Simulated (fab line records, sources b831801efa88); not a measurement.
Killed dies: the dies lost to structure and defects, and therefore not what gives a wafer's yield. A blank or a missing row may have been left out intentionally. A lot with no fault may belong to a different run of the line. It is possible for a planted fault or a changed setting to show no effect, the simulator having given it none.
Which tool is to blame? | flow gf180mcu | 18 wafers from 6 lots sampled at 3 of the route's 602 steps

WHAT EACH GAUGE READ, for each wafer
GF_SALICIDE_RS_MEAS_04: measures by four-point-probe.
lot  | measured     | on            | SALICIDE_TIN_RS (ohm/sq)
L222 | day 15 08:04 | film_metro-03 | 16.14 16.42 16.22
L224 | day 15 23:11 | film_metro-02 | 16.15 16.44 16.65
L231 | day 19 00:29 | film_metro-02 | 18.68 16.73 18.78
L236 | day 20 14:41 | film_metro-02 | 16.55 16.55 16.52
L239 | day 21 15:29 | film_metro-03 | 16.41 16.38 16.11
L241 | day 22 10:38 | film_metro-02 | 15.87 16.05 15.88

WHICH TOOL RAN EACH LOT (tool, then ch and the chambers of the sampled wafers, then the start)
lot  | GF_SALICIDE_SPUTTER_02       | GF_SALICIDE_SPUTTER_03
L222 | pvd_sputter-01, day 15 08:01 | pvd_sputter-01, day 15 08:02
L224 | pvd_sputter-02, day 15 23:08 | pvd_sputter-02, day 15 23:10
L231 | pvd_sputter-03, day 19 00:25 | pvd_sputter-03, day 19 00:26
L236 | pvd_sputter-01, day 20 14:37 | pvd_sputter-01, day 20 14:38
L239 | pvd_sputter-01, day 21 15:25 | pvd_sputter-01, day 21 15:26
L241 | pvd_sputter-03, day 22 10:34 | pvd_sputter-03, day 22 10:35
- GF_SALICIDE_SPUTTER_02: material Co, target thk 10 nm, time 20 s.
- GF_SALICIDE_SPUTTER_03: material TiN, target thk 20 nm, time 16.7 s.

THE ANSWER, worked out from the rows above alone
Rule: the usual values come from the lots themselves. Put in order of their means at a reading, lots are off if they are a third of the lots or fewer, leave a main group of 4 or more, and stand apart from it by a gap of 3 or more times the standard deviation of the main group's means; of several such gaps the widest counts. A main group whose means are all the same, to the digits that the tables above print for the reading, isn't used. Also off: a lot with no number at a reading for which 4 or more lots have one. All remaining lots with rows at the step are treated as sound.
Off: L231, at GF_SALICIDE_RS_MEAS_04 (SALICIDE_TIN_RS). For the main group the mean is 16.29 ohm/sq and the standard deviation 0.2.
A tool fits if, at a process step before that reading, it ran every lot that is off, and no sound lot after the first of them. Those tools and the gauges at GF_SALICIDE_RS_MEAS_04 are tried in the same way. Of those tried, none fits.

WHAT THE SIMULATOR HAD PUT IN
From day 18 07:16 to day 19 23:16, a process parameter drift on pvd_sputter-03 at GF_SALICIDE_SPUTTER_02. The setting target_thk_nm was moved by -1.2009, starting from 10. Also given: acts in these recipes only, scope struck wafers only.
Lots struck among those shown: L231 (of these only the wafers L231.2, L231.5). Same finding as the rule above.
